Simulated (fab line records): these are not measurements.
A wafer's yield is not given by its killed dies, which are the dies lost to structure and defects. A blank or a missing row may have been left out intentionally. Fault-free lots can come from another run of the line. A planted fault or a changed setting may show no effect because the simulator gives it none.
What tool caused it? ; flow sky130 ; 6 lots with 18 wafers sampled at 2 steps, on a route of 708 steps

WHAT EACH GAUGE READ, for each wafer
SKY_VT_ADJUST_LVTN_TW_MEAS_21.
lot;measured;on;VT_ADJUST_LVTN_2_TW
L489;day 8 10:25;film-metro-02;188.4 188.7 188.9
L491;day 8 22:36;film-metro-02;188.2 188.2 188.5
L496;day 10 18:19;film-metro-03;171.1 170.9 170.4
L499;day 12 02:04;film-metro-02;172.1 171.7 171.7
L504;day 12 17:25;film-metro-01;188.4 189.4 188.7
L508;day 13 15:04;film-metro-03;189.7 189.5 188.2

WHAT TOOL EACH LOT RAN ON (gives the tool, then ch and the chambers of the sampled wafers, and finally the start)
lot;SKY_VT_ADJUST_LVTN_IMPLANT_19
L489;implanter-04 ch 0, day 8 10:12
L491;implanter-03 ch 0, day 8 22:21
L496;implanter-04 ch 0, day 10 18:04
L499;implanter-04 ch 0, day 12 01:50
L504;implanter-01 ch 0, day 12 17:11
L508;implanter-03 ch 0, day 13 14:49
- SKY_VT_ADJUST_LVTN_IMPLANT_19

THE ANSWER, worked out from the rows above alone
Rule: the usual values come from the lots themselves. Put in order of their means at a reading, lots are off if they are a third of the lots or fewer, leave a main group of 4 or more, and stand apart from it by a gap of 3 or more times the standard deviation of the main group's means; of several such gaps the widest counts. If all means in a main group match to the digits the tables above print for the reading, that group is not used. A lot without any number at a reading at which 4 lots or more have one is off too. The other lots that the step has rows for count as sound.
Off: L496, L499, seen at SKY_VT_ADJUST_LVTN_TW_MEAS_21 (VT_ADJUST_LVTN_2_TW). The main group: mean 188.7, standard deviation 0.3.
A tool fits if, at a process step before that reading, it ran every lot that is off, and no sound lot after the first of them. The gauges at SKY_VT_ADJUST_LVTN_TW_MEAS_21 are tried like those tools. One fits: implanter-04 at SKY_VT_ADJUST_LVTN_IMPLANT_19. Its last sound lot is L489 (day 8 10:12), its first lot that is off L496 (day 10 18:04): a fault that began between those two fits.

WHAT THE SIMULATOR HAD INSERTED
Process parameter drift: implanter-04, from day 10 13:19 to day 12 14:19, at SKY_VT_ADJUST_LVTN_IMPLANT_19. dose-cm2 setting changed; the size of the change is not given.
Lots struck among those shown: L496, L499. This agrees with what the rule above found.
